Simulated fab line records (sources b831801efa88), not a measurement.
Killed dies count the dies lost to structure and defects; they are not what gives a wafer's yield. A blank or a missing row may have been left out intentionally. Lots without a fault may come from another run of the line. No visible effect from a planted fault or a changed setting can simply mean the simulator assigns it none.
Problem report, 8D (eight disciplines) form, completed by code || flow sky130 || the parts of the form that need people (team, actions taken, sign-off) are left out

== 1. THE PROBLEM ==
Mean of cd-nm at SKY_SONOS_TUNNEL_CD_MEAS_07: 436.2 nm across 6 wafers in 2 lots; on wafers with no fault it is 410.7 nm (standard deviation 1.8). That is +14 standard deviations from the usual mean.
The step: target cd 410 nm.
The first sign was on wafer L252.2 at day 17 11:49, on cd-sem-01. The record has a number at this step for 33 wafers belonging to 11 lots. Rule for "out", or "out of limits": more than 4 standard deviations from the usual mean. The rest of the wafers with a number are treated as sound.

== 2. WHAT IT IS AND WHAT IT IS NOT ==
{"question": "which readings at this step", "is": "cd-nm", "is not": "-"}
{"question": "which lots", "is": "L252, L255", "is not": "L235, L236, L238, L239, L242, L245, L247, L248, L253"}
{"question": "which wafers of those lots", "is": "all that have a number", "is not": "-"}
{"question": "read on which gauges", "is": "cd-sem-01", "is not": "cd-sem-02"}
{"question": "when", "is": "from day 17 11:49", "is not": "up to then (24 sound wafers); but 3 sound wafers of L253 came after"}

== 3. WHAT RULES OUT EACH SUSPECT ==
Counting: any tool at a process step up to the reading is kept as a suspect provided that every lot that is out went through it and no sound lot did after the first of them.
- the gauge at SKY_SONOS_TUNNEL_CD_MEAS_07: kept. All the wafers that are out were read on cd-sem-01, and no step on other tools shows them out.
- rie-diel-04 at SKY_FIELD_ISO_ETCH_15 (etches the open film in CHF3/O2, stops on Si, target depth 180 nm, time 72 s): ruled out as a lasting fault. After its first lot that is out, L252 (day 6 05:14), sound lots L253 ran on it.
- plasma-asher-04 at SKY_PWDE_STRIP_09 (strips in O2/N2): kept. It processed each lot that is out, first L252 at day 8 07:43, and no sound lot thereafter; up to then, the last sound lot it processed was L247 at day 7 04:05.
- litho-track-01 at SKY_SONOS_TUNNEL_COAT_02 (resist thk 1140 nm): kept. It processed each lot that is out, first L252 at day 16 21:37, and no sound lot thereafter; up to then, the last sound lot it processed was L248 at day 15 19:35.
plasma-asher-04 at SKY_PWDE_STRIP_09, litho-track-01 at SKY_SONOS_TUNNEL_COAT_02 and cd-sem-01 at SKY_SONOS_TUNNEL_CD_MEAS_07 are what is left after counting.

== 4. THE CAUSE (what the simulator had put in) ==
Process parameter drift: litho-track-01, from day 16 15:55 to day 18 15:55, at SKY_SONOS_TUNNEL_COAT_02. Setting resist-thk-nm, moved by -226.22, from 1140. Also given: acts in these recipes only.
After counting, 3 suspects remain, this tool included.

== 5. SEQUENCE OF EFFECTS, ordered by route ==
Each row: a reading whose mean over the struck wafers that have a number lies more than 3 standard deviations from the usual. Readings are gone through only where the record gives a usual standard deviation; hours: the median, over the lots, of the time from a lot's start at the first step in this table giving one to that lot's start at this step; sigmas: the change measured in usual standard deviations.
{"hours": 0, "step": "SKY_SONOS_TUNNEL_CD_MEAS_07", "reading": "cd-nm", "usual": "410.7 nm", "on struck wafers": 436.2, "change": "+25.5", "sigmas": "+14"}

== 6. WHAT WOULD HAVE CAUGHT IT SOONER ==
Counted from the fault's start at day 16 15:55, it took 20 hours until the first out-of-limits reading at a measuring or inspecting step in this record, taken at day 17 11:49.
No tool reading at SKY_SONOS_TUNNEL_COAT_02 that has a usual standard deviation in the record was out on any struck wafer, so an alarm limit of 4 standard deviations on those readings would not have fired.
Among the 2 lots that are out, L255 began SKY_SONOS_TUNNEL_COAT_02 on litho-track-01 after day 17 11:49. Putting the tool on hold at that point would have spared it.
